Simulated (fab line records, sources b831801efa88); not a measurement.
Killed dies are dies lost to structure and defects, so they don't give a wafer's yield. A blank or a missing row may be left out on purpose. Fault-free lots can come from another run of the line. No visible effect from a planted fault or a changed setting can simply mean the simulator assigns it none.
Which of the tools did it? | flow gf180mcu | Sampling: 6 lots, 18 wafers, 2 of 602 route steps

## WHAT THE GAUGES READ, wafer by wafer
GF_V4_OVL_MEAS_15.
lot  | measured     | on         | V4_OVL (nm)
L348 | day 24 18:41 | overlay-02 | -4 1 6
L350 | day 25 14:42 | overlay-02 | -3 0 -1
L352 | day 26 04:23 | overlay-01 | -7 1 -3
L355 | day 27 06:38 | overlay-01 | 1 0 -3
L364 | day 29 20:01 | overlay-02 | 0 4 3
L368 | day 30 22:35 | overlay-01 | -4 -2 -6

## WHICH TOOL RAN EACH LOT (tool, then ch and the chambers of the sampled wafers, then the start)
lot  | GF_V3_CMP_04
L348 | cmp-01 ch 1,2,3, day 21 17:49
L350 | cmp-01 ch 0,1,3, day 22 17:00
L352 | cmp-02 ch 0,1,3, day 23 06:02
L355 | cmp-02 ch 2,3, day 24 13:05
L364 | cmp-01 ch 0,1,2, day 27 06:45
L368 | cmp-02 ch 1,2,3, day 28 10:55
- GF_V3_CMP_04: polishes SiO2.

## THE ANSWER, worked out from the rows above alone
Rule: usual is defined by the lots themselves. Put in order of their means at a reading, lots are off if they are a third of the lots or fewer, leave a main group of 4 or more, and stand apart from it by a gap of 3 or more times the standard deviation of the main group's means; of several such gaps the widest counts. If all means in a main group match to the digits the tables above print for the reading, that group is not used. A lot without any number at a reading at which 4 lots or more have one is off too. Where the step has rows for the other lots, those lots are counted as sound.
Across all readings shown, no lot is off: no conclusion can be drawn from this.

## WHAT WAS PUT IN BY THE SIMULATOR
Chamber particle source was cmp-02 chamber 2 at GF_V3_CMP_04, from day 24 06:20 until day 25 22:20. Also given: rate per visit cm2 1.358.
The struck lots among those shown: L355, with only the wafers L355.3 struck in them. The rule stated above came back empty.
